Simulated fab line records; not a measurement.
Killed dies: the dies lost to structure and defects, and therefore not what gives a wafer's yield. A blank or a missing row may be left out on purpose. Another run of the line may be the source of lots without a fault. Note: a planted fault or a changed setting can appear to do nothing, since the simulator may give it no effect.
fab line records + flow sky130
record:
- lots: 14
- wafers: 42
- last-day: 50
route steps=708 shown FIELD_ISO@5 DNWELL@43 PWDE@49 POLY_CUT@319
lots with no fault: from the same line, run without faults
start-h: the number of hours between the record's first day and the start of the first shown wafer of the lot + wait-h: time in hours since the lot's previous step + " the same as in the row above + L1.1+2: a single row standing in for several wafers + - no value, or no start given + * or withheld: withheld + < > ~ a bound
route shown NAME@n: NAME is a module with steps in the file, n the number in the route of the first one + usual: the fault-free wafers' mean and standard deviation + same: alike in all rows + chamber/n: place in a boat + sites: each site's reading + _std_site: the values' standard deviation + _edge_site: the outer-site mean with the inner-site mean subtracted + radius-mm: for every site, how far away it sits from the centre of the wafer + mask NAME#n: copy n + behind: the tool/chamber that last shaped the wafer + hold: why the lot was held/for how many hours/how that ended + device: transistor that didn't switch, given as n, p or np + end of line: the same wafers' tests at the end of the route + for a step that has no rows: nothing shown but its recipe + killed: count of dies lost to structure and defects at first sort (not the wafer's yield) + map: shows each die of a wafer: x if killed, . if not, _ if none is there
set.NAME: the setting that was run; set.NAME@STEP: the one run at that earlier step + model.NAME: the simulator's own value behind a step, which no gauge read
steps of the route over a sample of lots; a table a step, a row a wafer
services: when a tool's chamber went out of use (start-h, in hours from the record's first day, below 0 if earlier), for how many hours, and the reason
== steps ==
step: SKY_FIELD_ISO_THK_MEAS_04
recipe:
- reads: Si3N4_of_FIELD_ISO_CVD_03
usual:
- FIELD_ISO_CVD_03_THK: 166.0/1.2
| lot.wafer | tool          | chamber | start-h | wait-h | FIELD_ISO_CVD_03_THK[nm] |
|-----------|---------------|---------|---------|--------|--------------------------|
| L176.2    | film-metro-03 | -       | 14.13   | 0.0    | 167.2                    |
| L176.3    | "             | -       | "       | "      | 167.4                    |
| L176.4    | "             | -       | "       | "      | 166.8                    |
| L177.3    | film-metro-03 | -       | 18.82   | 0.0    | 165.5                    |
| L177.4    | "             | -       | "       | "      | 166.4                    |
| L177.5    | "             | -       | "       | "      | 166.9                    |
| L179.1    | film-metro-03 | -       | 29.35   | 0.0    | 166.5                    |
| L179.5    | "             | -       | "       | "      | 166.9                    |
| L179.6    | "             | -       | "       | "      | 166.8                    |
| L180.1    | film-metro-04 | -       | 33.66   | 0.0    | 167.0                    |
| L180.2    | "             | -       | "       | "      | 166.8                    |
| L180.3    | "             | -       | "       | "      | 166.9                    |
| L181.2    | film-metro-03 | -       | 57.79   | 0.0    | 166.8                    |
| L181.5    | "             | -       | "       | "      | 165.2                    |
| L181.6    | "             | -       | "       | "      | 166.7                    |
| L184.2    | film-metro-03 | -       | 57.85   | 0.1    | 164.9                    |
| L184.5    | "             | -       | "       | "      | 164.9                    |
| L184.6    | "             | -       | "       | "      | 165.0                    |
| L187.4    | film-metro-01 | -       | 71.12   | 0.0    | 166.2                    |
| L187.5    | "             | -       | "       | "      | 164.5                    |
| L187.6    | "             | -       | "       | "      | 164.9                    |
| L190.1    | film-metro-03 | -       | 85.62   | 0.0    | 165.7                    |
| L190.4    | "             | -       | "       | "      | 164.5                    |
| L190.5    | "             | -       | "       | "      | 165.0                    |
| L191.2    | film-metro-03 | -       | 91.03   | 0.0    | 166.4                    |
| L191.5    | "             | -       | "       | "      | 167.0                    |
| L191.6    | "             | -       | "       | "      | 167.5                    |
| L193.1    | film-metro-04 | -       | 98.65   | 0.0    | 166.0                    |
| L193.3    | "             | -       | "       | "      | 166.4                    |
| L193.5    | "             | -       | "       | "      | 165.9                    |
| L195.2    | film-metro-01 | -       | 110.63  | 0.0    | 164.0                    |
| L195.3    | "             | -       | "       | "      | 162.6                    |
| L195.4    | "             | -       | "       | "      | 164.0                    |
| L196.1    | film-metro-03 | -       | 117.94  | 0.0    | 168.2                    |
| L196.4    | "             | -       | "       | "      | 168.5                    |
| L196.5    | "             | -       | "       | "      | 169.1                    |
| L198.1    | film-metro-03 | -       | 127.33  | 0.0    | 167.9                    |
| L198.3    | "             | -       | "       | "      | 166.9                    |
| L198.5    | "             | -       | "       | "      | 165.5                    |
| L199.1    | film-metro-04 | -       | 134.61  | 0.0    | 165.8                    |
| L199.2    | "             | -       | "       | "      | 164.7                    |
| L199.3    | "             | -       | "       | "      | 165.4                    |
step: SKY_DNWELL_STRIP_08
recipe:
- chemistry: O2/N2
- power-w: 1400
- pressure-mtorr: 1500
- platen-temp-c: withheld
- o2-flow-sccm: 3000
- n2-flow-sccm: 300
- overash-fraction: 0.5
usual:
- drypump-motor-current-A: 5.6/0.35
- n2-flow-sccm: 299.8/1
- oes-product-au: 0.723/0.0043
- strip-time-to-endpoint-s: 36.94/0.092
| lot.wafer | tool            | chamber | start-h | wait-h | drypump-motor-current-A | n2-flow-sccm | oes-product-au | rf-hours-counter-h | strip-time-to-endpoint-s |
|-----------|-----------------|---------|---------|--------|-------------------------|--------------|----------------|--------------------|--------------------------|
| L176.2    | plasma-asher-02 | 1       | 54.76   | 0.1    | 5.0                     | 298.7        | 0.717          | 41                 | 36.95                    |
| L176.3    | "               | 1       | "       | "      | 5.1                     | 300.4        | 0.724          | -                  | 36.95                    |
| L176.4    | "               | 0       | "       | "      | 6.0                     | 299.4        | 0.726          | -                  | 36.95                    |
| L177.3    | plasma-asher-02 | 0       | 58.21   | 0.1    | 6.0                     | 300.2        | 0.724          | -                  | 36.90                    |
| L177.4    | "               | 1       | "       | "      | 5.0                     | 299.3        | 0.724          | -                  | 36.87                    |
| L177.5    | "               | 1       | "       | "      | 5.0                     | 298.0        | 0.716          | -                  | 36.87                    |
| L179.1    | plasma-asher-02 | 1       | 67.51   | 0.1    | 5.0                     | 298.9        | 0.722          | 42                 | 37.00                    |
| L179.5    | "               | 0       | "       | "      | 6.0                     | 301.0        | 0.728          | -                  | 36.78                    |
| L179.6    | "               | 1       | "       | "      | 5.0                     | 299.6        | 0.724          | -                  | 36.99                    |
| L180.1    | plasma-asher-04 | 0       | 72.72   | 0.1    | 5.8                     | 300.3        | 0.725          | 33                 | 37.09                    |
| L180.2    | "               | 1       | "       | "      | 5.8                     | 299.2        | 0.717          | 33                 | 36.97                    |
| L180.3    | "               | 0       | "       | "      | 5.8                     | 299.9        | 0.723          | -                  | 37.00                    |
| L181.2    | plasma-asher-04 | 1       | 97.51   | 0.1    | 5.8                     | 300.1        | 0.723          | 36                 | 37.03                    |
| L181.5    | "               | 0       | "       | "      | 5.8                     | 301.2        | 0.725          | -                  | 36.96                    |
| L181.6    | "               | 1       | "       | "      | 5.8                     | 299.3        | 0.728          | -                  | 36.90                    |
| L184.2    | plasma-asher-02 | 1       | 100.71  | 0.1    | 5.0                     | 298.8        | 0.729          | 45                 | 36.97                    |
| L184.5    | "               | 1       | "       | "      | 5.0                     | 299.5        | 0.724          | -                  | 37.06                    |
| L184.6    | "               | 0       | "       | "      | 6.0                     | 297.8        | 0.718          | -                  | 37.01                    |
| L187.4    | plasma-asher-04 | 1       | 116.81  | 0.1    | 5.8                     | 299.8        | 0.722          | -                  | 36.93                    |
| L187.5    | "               | 0       | "       | "      | 5.9                     | 298.3        | 0.715          | -                  | 36.90                    |
| L187.6    | "               | 1       | "       | "      | 5.8                     | 299.7        | 0.723          | -                  | 37.02                    |
| L190.1    | plasma-asher-03 | 0       | 135.77  | 0.1    | 5.4                     | 300.4        | 0.725          | 2                  | 36.97                    |
| L190.4    | "               | 0       | "       | "      | 5.4                     | 299.8        | 0.732          | -                  | 36.98                    |
| L190.5    | "               | 1       | "       | "      | 5.5                     | 300.3        | 0.722          | -                  | 36.85                    |
| L191.2    | plasma-asher-02 | 1       | 146.66  | 0.1    | 5.0                     | 299.2        | 0.725          | 50                 | 36.84                    |
| L191.5    | "               | 0       | "       | "      | 5.9                     | 299.7        | 0.718          | -                  | 36.81                    |
| L191.6    | "               | 1       | "       | "      | 5.0                     | 299.7        | 0.728          | -                  | 36.86                    |
| L193.1    | plasma-asher-02 | 0       | 156.96  | 0.1    | 6.1                     | 300.2        | 0.722          | 51                 | 36.99                    |
| L193.3    | "               | 0       | "       | "      | 6.0                     | 301.0        | 0.729          | -                  | 37.07                    |
| L193.5    | "               | 1       | "       | "      | 5.0                     | 299.6        | 0.728          | -                  | 36.98                    |
| L195.2    | plasma-asher-04 | 1       | 168.47  | 0.1    | 5.8                     | 299.4        | 0.721          | 43                 | 36.82                    |
| L195.3    | "               | 0       | "       | "      | 5.8                     | 300.2        | 0.720          | -                  | 36.88                    |
| L195.4    | "               | 1       | "       | "      | 5.8                     | 299.9        | 0.717          | -                  | 36.79                    |
| L196.1    | plasma-asher-03 | 1       | 173.61  | 0.1    | 5.5                     | 300.9        | 0.726          | 5                  | 36.96                    |
| L196.4    | "               | 1       | "       | "      | 5.5                     | 300.6        | 0.725          | -                  | 36.95                    |
| L196.5    | "               | 0       | "       | "      | 5.4                     | 299.5        | 0.714          | -                  | 36.92                    |
| L198.1    | plasma-asher-02 | 1       | 176.07  | 0.1    | 5.0                     | 301.2        | 0.721          | 53                 | 36.94                    |
| L198.3    | "               | 0       | "       | "      | 6.0                     | 300.0        | 0.720          | -                  | 37.03                    |
| L198.5    | "               | 0       | "       | "      | 6.0                     | 299.9        | 0.722          | -                  | 37.04                    |
| L199.1    | plasma-asher-04 | 1       | 180.36  | 0.1    | 5.8                     | 300.4        | 0.721          | 44                 | 36.97                    |
| L199.2    | "               | 0       | "       | "      | 5.8                     | 299.1        | 0.726          | 44                 | 37.02                    |
| L199.3    | "               | 0       | "       | "      | 5.8                     | 301.0        | 0.718          | -                  | 36.86                    |
step: SKY_PWDE_EXPOSE_04
recipe:
- mask-id: PWDEM
- na: 0.6
- source-shape: conventional
- sigma-outer: 0.6
- polarization: unpolarized
- target-cd-nm: 840
- dose-mj: 214
usual:
- exposure-dose-mJ-cm2: 213.95/0.21
- focus-offset-nm: 0.0/0.54
| lot.wafer | tool             | chamber | start-h | wait-h | mask    | exposure-dose-mJ-cm2 | focus-offset-nm |
|-----------|------------------|---------|---------|--------|---------|----------------------|-----------------|
| L176.2    | iline-stepper-01 | 0       | 62.41   | -      | PWDEM#0 | 213.82               | 0.0             |
| L176.3    | "                | 0       | "       | "      | PWDEM#0 | 213.73               | -1.9            |
| L176.4    | "                | 0       | "       | "      | PWDEM#0 | 213.83               | -0.9            |
| L177.3    | iline-stepper-02 | 0       | 66.11   | -      | PWDEM#0 | 214.52               | -0.1            |
| L177.4    | "                | 0       | "       | "      | PWDEM#0 | 214.28               | 0.7             |
| L177.5    | "                | 0       | "       | "      | PWDEM#0 | 214.19               | 0.5             |
| L179.1    | iline-stepper-01 | 0       | 76.15   | -      | PWDEM#0 | 213.90               | -1.4            |
| L179.5    | "                | 0       | "       | "      | PWDEM#0 | 213.81               | 0.8             |
| L179.6    | "                | 0       | "       | "      | PWDEM#0 | 213.97               | -0.1            |
| L180.1    | iline-stepper-02 | 0       | 80.88   | -      | PWDEM#0 | 214.08               | 0.0             |
| L180.2    | "                | 0       | "       | "      | PWDEM#0 | 214.19               | 0.2             |
| L180.3    | "                | 0       | "       | "      | PWDEM#0 | 213.90               | -0.2            |
| L181.2    | iline-stepper-02 | 0       | 106.47  | -      | PWDEM#0 | 214.04               | -0.1            |
| L181.5    | "                | 0       | "       | "      | PWDEM#0 | 213.67               | 0.0             |
| L181.6    | "                | 0       | "       | "      | PWDEM#0 | 213.74               | 0.7             |
| L184.2    | iline-stepper-02 | 0       | 110.18  | -      | PWDEM#0 | 214.19               | 0.6             |
| L184.5    | "                | 0       | "       | "      | PWDEM#0 | 214.25               | 0.1             |
| L184.6    | "                | 0       | "       | "      | PWDEM#0 | 214.14               | -0.4            |
| L187.4    | iline-stepper-02 | 0       | 125.22  | -      | PWDEM#0 | 214.23               | 0.2             |
| L187.5    | "                | 0       | "       | "      | PWDEM#0 | 213.78               | 0.3             |
| L187.6    | "                | 0       | "       | "      | PWDEM#0 | 213.92               | 0.4             |
| L190.1    | iline-stepper-01 | -       | 144.30  | -      | PWDEM#0 | -                    | -               |
| L190.4    | "                | -       | "       | "      | PWDEM#0 | -                    | -               |
| L190.5    | "                | -       | "       | "      | PWDEM#0 | -                    | -               |
| L191.2    | iline-stepper-01 | -       | 155.93  | -      | PWDEM#0 | -                    | -               |
| L191.5    | "                | -       | "       | "      | PWDEM#0 | -                    | -               |
| L191.6    | "                | -       | "       | "      | PWDEM#0 | -                    | -               |
| L193.1    | iline-stepper-02 | 0       | 167.21  | -      | PWDEM#0 | 213.76               | -0.5            |
| L193.3    | "                | 0       | "       | "      | PWDEM#0 | 213.65               | -0.3            |
| L193.5    | "                | 0       | "       | "      | PWDEM#0 | 213.67               | -0.4            |
| L195.2    | iline-stepper-02 | 0       | 178.33  | -      | PWDEM#0 | 213.86               | -1.0            |
| L195.3    | "                | 0       | "       | "      | PWDEM#0 | 213.83               | -0.2            |
| L195.4    | "                | 0       | "       | "      | PWDEM#0 | 213.94               | -0.6            |
| L196.1    | iline-stepper-02 | 0       | 183.11  | -      | PWDEM#0 | 213.80               | 1.0             |
| L196.4    | "                | 0       | "       | "      | PWDEM#0 | 214.07               | 0.4             |
| L196.5    | "                | 0       | "       | "      | PWDEM#0 | 213.86               | 0.6             |
| L198.1    | iline-stepper-02 | 0       | 186.33  | -      | PWDEM#0 | 214.13               | -0.2            |
| L198.3    | "                | 0       | "       | "      | PWDEM#0 | 214.07               | 0.2             |
| L198.5    | "                | 0       | "       | "      | PWDEM#0 | 214.07               | 0.5             |
| L199.1    | iline-stepper-02 | 0       | 191.56  | -      | PWDEM#0 | 213.63               | -0.4            |
| L199.2    | "                | 0       | "       | "      | PWDEM#0 | 213.68               | 0.3             |
| L199.3    | "                | 0       | "       | "      | PWDEM#0 | 214.08               | 0.0             |
step: SKY_POLY_CUT_STRIP_12
recipe:
- chemistry: O2/N2
- power-w: 1400
- pressure-mtorr: 1500
- platen-temp-c: withheld
- o2-flow-sccm: 3000
- n2-flow-sccm: 300
- overash-fraction: 0.5
usual:
- drypump-motor-current-A: 5.70/0.19
- n2-flow-sccm: 300.0/0.78
- oes-product-au: 0.452/0.0047
- strip-time-to-endpoint-s: 5.371/0.015
| lot.wafer | tool            | chamber | start-h | wait-h | drypump-motor-current-A | n2-flow-sccm | oes-product-au | rf-hours-counter-h | strip-time-to-endpoint-s |
|-----------|-----------------|---------|---------|--------|-------------------------|--------------|----------------|--------------------|--------------------------|
| L176.2    | plasma-asher-04 | 0       | 551.36  | 0.0    | 5.83                    | 299.7        | 0.455          | 82                 | 5.372                    |
| L176.3    | "               | 1       | "       | "      | 5.80                    | 299.3        | 0.456          | -                  | 5.381                    |
| L176.4    | "               | 0       | "       | "      | 5.85                    | 299.7        | 0.457          | -                  | 5.378                    |
| L177.3    | plasma-asher-04 | 1       | 560.14  | 0.1    | 5.83                    | 299.8        | 0.452          | -                  | 5.351                    |
| L177.4    | "               | 0       | "       | "      | 5.83                    | 300.1        | 0.446          | -                  | 5.327                    |
| L177.5    | "               | 1       | "       | "      | 5.81                    | 301.5        | 0.444          | -                  | 5.352                    |
| L179.1    | plasma-asher-04 | 0       | 574.95  | 0.0    | 5.83                    | 299.5        | 0.442          | 84                 | 5.354                    |
| L179.5    | "               | 1       | "       | "      | 5.80                    | 300.1        | 0.452          | -                  | 5.353                    |
| L179.6    | "               | 0       | "       | "      | 5.83                    | 301.1        | 0.444          | -                  | 5.338                    |
| L180.1    | plasma-asher-04 | 0       | 580.41  | 0.0    | 5.83                    | 299.6        | 0.460          | 85                 | 5.353                    |
| L180.2    | "               | 1       | "       | "      | 5.82                    | 299.5        | 0.451          | 85                 | 5.406                    |
| L180.3    | "               | 1       | "       | "      | 5.83                    | 300.3        | 0.457          | -                  | 5.376                    |
| L181.2    | plasma-asher-04 | 0       | 631.30  | 0.0    | 5.85                    | 300.7        | 0.448          | 90                 | 5.398                    |
| L181.5    | "               | 0       | "       | "      | 5.86                    | 302.0        | 0.451          | -                  | 5.385                    |
| L181.6    | "               | 1       | "       | "      | 5.82                    | 299.5        | 0.447          | -                  | 5.349                    |
| L184.2    | plasma-asher-03 | 1       | 635.60  | 0.0    | 5.48                    | 299.0        | 0.458          | 51                 | 5.378                    |
| L184.5    | "               | 0       | "       | "      | 5.38                    | 299.2        | 0.462          | -                  | 5.358                    |
| L184.6    | "               | 1       | "       | "      | 5.44                    | 300.6        | 0.451          | -                  | 5.364                    |
| L187.4    | plasma-asher-04 | 1       | 663.33  | 0.1    | 5.83                    | 300.1        | 0.455          | -                  | 5.391                    |
| L187.5    | "               | 0       | "       | "      | 5.84                    | 298.8        | 0.451          | -                  | 5.369                    |
| L187.6    | "               | 1       | "       | "      | 5.82                    | 299.5        | 0.454          | -                  | 5.367                    |
| L190.1    | plasma-asher-04 | 1       | 687.51  | 0.0    | 5.81                    | 299.8        | 0.456          | 95                 | 5.366                    |
| L190.4    | "               | 1       | "       | "      | 5.80                    | 300.4        | 0.460          | -                  | 5.378                    |
| L190.5    | "               | 0       | "       | "      | 5.88                    | 299.9        | 0.453          | -                  | 5.397                    |
| L191.2    | plasma-asher-01 | 0       | 712.69  | 0.0    | 5.49                    | 299.1        | 0.450          | 90                 | 5.353                    |
| L191.5    | "               | 0       | "       | "      | 5.50                    | 300.7        | 0.457          | -                  | 5.359                    |
| L191.6    | "               | 1       | "       | "      | 5.85                    | 300.3        | 0.461          | -                  | 5.337                    |
| L193.1    | plasma-asher-03 | 0       | 723.85  | 0.0    | 5.38                    | 299.9        | 0.463          | 60                 | 5.359                    |
| L193.3    | "               | 1       | "       | "      | 5.47                    | 299.3        | 0.449          | -                  | 5.376                    |
| L193.5    | "               | 0       | "       | "      | 5.38                    | 300.9        | 0.461          | -                  | 5.374                    |
| L195.2    | plasma-asher-03 | 0       | 737.04  | 0.0    | 5.38                    | 301.3        | 0.448          | 61                 | 5.388                    |
| L195.3    | "               | 1       | "       | "      | 5.48                    | 298.5        | 0.446          | -                  | 5.380                    |
| L195.4    | "               | 0       | "       | "      | 5.38                    | 300.8        | 0.455          | -                  | 5.371                    |
| L196.1    | plasma-asher-03 | 1       | 743.01  | 0.0    | 5.48                    | 299.3        | 0.450          | 62                 | 5.376                    |
| L196.4    | "               | 0       | "       | "      | 5.38                    | 300.7        | 0.458          | -                  | 5.385                    |
| L196.5    | "               | 1       | "       | "      | 5.51                    | 299.5        | 0.456          | -                  | 5.361                    |
| L198.1    | plasma-asher-01 | 1       | 750.40  | 0.0    | 5.91                    | 299.8        | 0.444          | 94                 | 5.381                    |
| L198.3    | "               | 0       | "       | "      | 5.48                    | 299.5        | 0.444          | -                  | 5.356                    |
| L198.5    | "               | 0       | "       | "      | 5.48                    | 299.7        | 0.456          | -                  | 5.389                    |
| L199.1    | plasma-asher-04 | 1       | 772.99  | 0.0    | 5.82                    | 299.6        | 0.455          | 2                  | 5.349                    |
| L199.2    | "               | 0       | "       | "      | 5.82                    | 299.5        | 0.451          | 2                  | 5.371                    |
| L199.3    | "               | 0       | "       | "      | 5.84                    | 300.9        | 0.449          | -                  | 5.371                    |
== services ==
| tool             | chamber | start-h | hours | kind   |
|------------------|---------|---------|-------|--------|
| plasma-asher-02  | -       | 32.64   | 3.4   | repair |
| plasma-asher-04  | -       | 60.61   | 10.0  | pm     |
| plasma-asher-03  | -       | 108.75  | 9.0   | pm     |
| iline-stepper-02 | -       | 125.70  | 4.4   | pm     |
| iline-stepper-02 | -       | 158.26  | 1.7   | pm     |
| iline-stepper-02 | -       | 200.25  | 0.9   | repair |
| plasma-asher-02  | -       | 226.00  | 17.2  | repair |
| plasma-asher-04  | -       | 250.16  | 3.6   | repair |
| plasma-asher-02  | -       | 270.92  | 1.1   | repair |
| plasma-asher-03  | -       | 312.71  | 21.4  | repair |
| plasma-asher-02  | -       | 364.22  | 39.5  | pm     |
| plasma-asher-04  | -       | 373.71  | 1.7   | repair |
| iline-stepper-02 | -       | 375.42  | 2.0   | repair |
| iline-stepper-02 | -       | 377.44  | 1.7   | pm     |
| plasma-asher-02  | -       | 421.25  | 9.0   | pm     |
| iline-stepper-02 | -       | 504.15  | 0.7   | repair |
| plasma-asher-03  | -       | 527.98  | 1.9   | repair |
| plasma-asher-02  | -       | 532.47  | 2.0   | repair |
| iline-stepper-02 | -       | 594.62  | 1.7   | pm     |
| plasma-asher-03  | -       | 668.13  | 0.4   | repair |
| iline-stepper-02 | -       | 716.65  | 10.2  | repair |
| plasma-asher-04  | -       | 733.75  | 9.0   | pm     |
| plasma-asher-04  | -       | 753.24  | 5.1   | repair |
| plasma-asher-04  | -       | 762.97  | 3.7   | repair |
== key ==
first-sign:
- step: SKY_PWDE_EXPOSE_04
- reading: tool-record
- direction: missing
effect none on later readings
met-at SKY_PWDE_EXPOSE_04
struck-lots L190,L191
sort-left-out L190.1,L190.4,L190.5,L191.2,L191.5,L191.6
tester-left-out L190,L191
not-acting-at SKY_FIELD_ISO_THK_MEAS_04,SKY_DNWELL_STRIP_08,SKY_POLY_CUT_STRIP_12
onset-between 76.15 144.30
fault:
- kind: skipped-step-whole
- tool: iline-stepper-01
- chamber: -
- onset-h: 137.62
- steps: SKY_PWDE_EXPOSE_04
- scope: struck-lots-only
tester-left-out: of these lots the tester's yield and bins aren't shown, on N5 and GAA mostly nor the transistor test; their killed dies are dies lost to structure and defects alone, not to doping, threshold or leakage, so they don't give the yield
sort-left-out: the simulated sort isn't trusted on such a fault, so these wafers' sort isn't shown, and their yield isn't known
